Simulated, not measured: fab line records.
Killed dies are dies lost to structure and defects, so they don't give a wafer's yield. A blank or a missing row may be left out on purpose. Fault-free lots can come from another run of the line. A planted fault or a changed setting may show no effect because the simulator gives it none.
Which tool is to blame?    flow sky130    13 lots with 39 wafers sampled at 2 steps, on a route of 708 steps

== WHAT THE GAUGES READ, wafer by wafer ==
SKY_CONTACT_THK_MEAS_03. Usual: CONTACT_HDPCVD_THK typically reads 565 nm, with standard deviation 5.5.
lot   measured      on             CONTACT_HDPCVD_THK (nm)  flag
L634  day 32 17:07  film-metro-04  561 561 556              
L636  day 32 22:40  film-metro-02  557 557 560              
L638  day 33 04:22  film-metro-02  562 565 569              
L639  day 33 14:37  film-metro-02  573 571 563              
L640  day 34 01:30  film-metro-04  559 571 562              
L643  day 34 15:17  film-metro-02  570 572 562              
L642  day 34 15:43  film-metro-04  568 561 556              
L644  day 35 02:53  film-metro-01  569 564 564              
L645  day 35 05:41  film-metro-01  555 556 561              
L648  day 36 07:47  film-metro-01  554 557 569              
L649  day 36 16:03  film-metro-01  563 566 553              
L651  day 37 02:59  film-metro-01  567 568 562              
L650  day 37 04:46  film-metro-04  572 572 571              

== TOOL THAT RAN EACH LOT (tool first, then ch and the chambers of the sampled wafers, then the start) ==
lot   SKY_LOCAL_INTERCONNECT_SPUTTER_00
L634  pvd-sputter-02, day 31 12:37
L636  pvd-sputter-02, day 31 18:46
L638  pvd-sputter-02, day 32 00:25
L639  pvd-sputter-02, day 32 11:31
L640  pvd-sputter-03, day 32 21:40
L643  pvd-sputter-03, day 33 10:46
L642  pvd-sputter-03, day 33 11:50
L644  pvd-sputter-01, day 33 22:25
L645  pvd-sputter-02, day 34 01:22
L648  pvd-sputter-02, day 35 04:20
L649  pvd-sputter-03, day 35 12:19
L651  pvd-sputter-02, day 36 00:46
L650  pvd-sputter-03, day 36 02:40
- SKY_LOCAL_INTERCONNECT_SPUTTER_00: material TiN, target thk 100 nm, time 83.3 s.

== WHAT THE TOOLS THEMSELVES READ (means of the sampled wafers that have a number; where no wafer has one, the mark that the record gives instead) ==
SKY_LOCAL_INTERCONNECT_SPUTTER_00. Usual: throttle-valve-pct at 30.2 %, with a standard deviation of 0.88.
lot   tool            throttle-valve-pct (%)  flag
L634  pvd-sputter-02  30.3                    
L636  pvd-sputter-02  30.7                    
L638  pvd-sputter-02  30.4                    
L639  pvd-sputter-02  30.0                    
L640  pvd-sputter-03  29.7                    
L643  pvd-sputter-03  29.0                    
L642  pvd-sputter-03  29.0                    
L644  pvd-sputter-01  30.8                    
L645  pvd-sputter-02  30.8                    
L648  pvd-sputter-02  30.7                    
L649  pvd-sputter-03  29.4                    
L651  pvd-sputter-02  30.3                    
L650  pvd-sputter-03  29.6                    

== THE ANSWER, worked out from the rows above alone ==
Rule: take the mean of a lot's wafers that have a number; if it is more than 3 standard deviations from the usual mean, the lot is off. A lot without any number at a reading at which 4 lots or more have one is off too. Where the step has rows for the other lots, those lots are counted as sound. After the gauges, taken in route order, come the tools' own readings; for these a lot's mean is taken, as printed above. At the first step where some lot is off, the reading lying furthest off is the one used; lots without a number count as furthest.
No lot is off on any of the readings shown, so nothing can be concluded from this.

== WHAT THE SIMULATOR PUT IN ==
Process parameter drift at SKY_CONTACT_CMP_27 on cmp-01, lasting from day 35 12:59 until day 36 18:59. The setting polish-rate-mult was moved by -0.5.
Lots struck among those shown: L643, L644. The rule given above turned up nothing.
